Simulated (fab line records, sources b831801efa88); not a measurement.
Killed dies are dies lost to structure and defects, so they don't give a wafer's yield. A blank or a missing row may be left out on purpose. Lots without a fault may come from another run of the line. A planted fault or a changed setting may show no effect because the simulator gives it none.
Problem report in the 8D (eight disciplines) form, filled by code | flow sky130 | the parts of the form that need people (team, actions taken, sign-off) are left out

1. THE PROBLEM
chamber_pressure_pa at SKY_METAL4_SPUTTER_02 reads a mean of 0.3866 Pa on 3 wafers of 2 lots; wafers without a fault read 0.4000 Pa with a standard deviation of 0.00077. That is -17 standard deviations from the usual mean.
The step: material AlCu, target thk 735 nm, time 39.1 s.
First seen on wafer L458.3, day 43 11:21, on pvd_sputter-03. The record holds 18 wafers of 6 lots with a number at this step. Rule for "out", or "out of limits": more than 4 standard deviations from the usual mean. The other wafers with a number count as sound.

2. WHAT IT IS AND WHAT IT IS NOT
question                    | is                     | is not
which readings at this step | chamber_pressure_pa    | throttle_valve_pct
which lots                  | L458, L461             | L449, L455, L460, L468
which wafers of those lots  | L458.3, L458.5, L461.4 | L458.2, L461.3, L461.6
read on which tools         | pvd_sputter-03         | pvd_sputter-01, pvd_sputter-04
when                        | from day 43 11:21      | up to then (7 sound wafers); but 8 sound wafers of L460, L461, L468 came after

3. SUSPECTS, AND WHAT RULES EACH OUT
Counting: a tool at a process step up to the reading stays a suspect if it ran every lot that is out. Sound lots after the first of them don't rule it out here, since some wafers of a struck lot are sound.
- pvd_sputter-03 at SKY_METAL4_SPUTTER_00 (material Ti, target thk 15 nm, time 10 s): kept. It ran every lot that is out, first L458 (day 43 11:18); its last sound lot up to then is L455 (day 42 17:51).
- pvd_sputter-03 at SKY_METAL4_SPUTTER_02 (material AlCu, target thk 735 nm, time 39.1 s): kept. It ran every lot that is out, first L458 (day 43 11:21); its last sound lot up to then is L455 (day 42 17:54). Its own readings are out on those wafers: chamber_pressure_pa.
Left after counting: pvd_sputter-03 at SKY_METAL4_SPUTTER_00, pvd_sputter-03 at SKY_METAL4_SPUTTER_02.

4. THE CAUSE (what the simulator had put in)
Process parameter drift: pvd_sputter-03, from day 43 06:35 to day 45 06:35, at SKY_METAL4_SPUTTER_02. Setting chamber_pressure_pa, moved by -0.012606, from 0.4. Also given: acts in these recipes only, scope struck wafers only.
Counting left 2 suspects, and this tool is among them.

5. THE CHAIN OF EFFECTS, in route order
Each row: a reading whose mean over the struck wafers that have a number lies more than 3 standard deviations from the usual. Only readings for which the record gives a usual standard deviation are gone through. hours: the time from each lot's start at the first step in this table that gives one to its start at this step, as a median over the lots. sigmas: the change in usual standard deviations.
hours | step                  | reading             | usual     | on struck wafers | change  | sigmas
0     | SKY_METAL4_SPUTTER_02 | chamber_pressure_pa | 0.4000 Pa | 0.3866           | -0.0134 | -17
The process steps in it:
- SKY_METAL4_SPUTTER_02: material AlCu, target thk 735 nm, time 39.1 s.

6. WHAT WOULD HAVE CAUGHT IT SOONER
In this record the first reading out of limits was taken at day 43 11:21, 5 hours after the fault began at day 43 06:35.
